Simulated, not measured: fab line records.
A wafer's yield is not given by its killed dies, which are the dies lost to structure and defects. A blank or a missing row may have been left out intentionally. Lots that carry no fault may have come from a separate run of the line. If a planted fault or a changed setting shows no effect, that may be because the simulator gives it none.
Which tool is to blame? + flow gf180mcu + 33 wafers from 11 lots sampled at 2 of the route's 602 steps

## WHAT THE GAUGES SHOWED, per wafer
GF_TOP_METAL_CD_MEAS_14 targets a cd of 440 nm.
| lot  | measured     | on       | cdNm (nm)         |
|------|--------------|----------|-------------------|
| L752 | day 28 11:42 | cdSem-01 | 439.8 439.8 439.3 |
| L755 | day 29 11:57 | cdSem-01 | 443.1 440.0 440.1 |
| L756 | day 29 17:52 | cdSem-01 | 439.3 440.0 441.7 |
| L759 | day 30 19:13 | cdSem-01 | 441.0 443.4 442.4 |
| L760 | day 30 21:47 | cdSem-02 | 440.7 439.8 441.0 |
| L761 | day 31 03:41 | cdSem-02 | 439.9 437.7 436.6 |
| L762 | day 31 10:24 | cdSem-02 | 439.0 442.7 441.8 |
| L764 | day 32 00:37 | cdSem-02 | 442.5 442.3 440.6 |
| L766 | day 32 09:12 | cdSem-01 | 438.4 437.2 438.7 |
| L771 | day 33 15:49 | cdSem-02 | 439.4 439.7 442.8 |
| L772 | day 33 20:01 | cdSem-02 | 438.2 437.9 437.0 |

## WHAT TOOL EACH LOT RAN ON (gives the tool, then ch and the chambers of the sampled wafers, and finally the start)
| lot  | GF_TOP_METAL_SPUTTER_00     |
|------|-----------------------------|
| L752 | pvdSputter-04, day 27 15:28 |
| L755 | pvdSputter-04, day 28 16:46 |
| L756 | pvdSputter-04, day 28 22:59 |
| L759 | pvdSputter-01, day 30 00:58 |
| L760 | pvdSputter-04, day 30 03:25 |
| L761 | pvdSputter-01, day 30 09:19 |
| L762 | pvdSputter-04, day 30 16:41 |
| L764 | pvdSputter-02, day 31 06:52 |
| L766 | pvdSputter-04, day 31 16:28 |
| L771 | pvdSputter-01, day 33 00:18 |
| L772 | pvdSputter-01, day 33 04:51 |
- GF_TOP_METAL_SPUTTER_00: material Ti, target thk 37.5 nm, time 150 s.

## THE ANSWER, worked out from the rows above alone
Rule: the lots themselves supply what counts as usual. The widest of any qualifying gaps counts: lots, ordered by their means at a reading, are off when they make up no more than a third of the lots, leave a main group of 4 or more, and stand apart from it by 3 or more times the standard deviation of that group's means. A main group whose means are all the same, to the digits that the tables above print for the reading, isn't used. Also off: a lot with no number at a reading for which 4 or more lots have one. Where the step has rows for the other lots, those lots are counted as sound.
Across all readings shown, no lot is off: no conclusion can be drawn from this.

## WHAT THE SIMULATOR PUT IN
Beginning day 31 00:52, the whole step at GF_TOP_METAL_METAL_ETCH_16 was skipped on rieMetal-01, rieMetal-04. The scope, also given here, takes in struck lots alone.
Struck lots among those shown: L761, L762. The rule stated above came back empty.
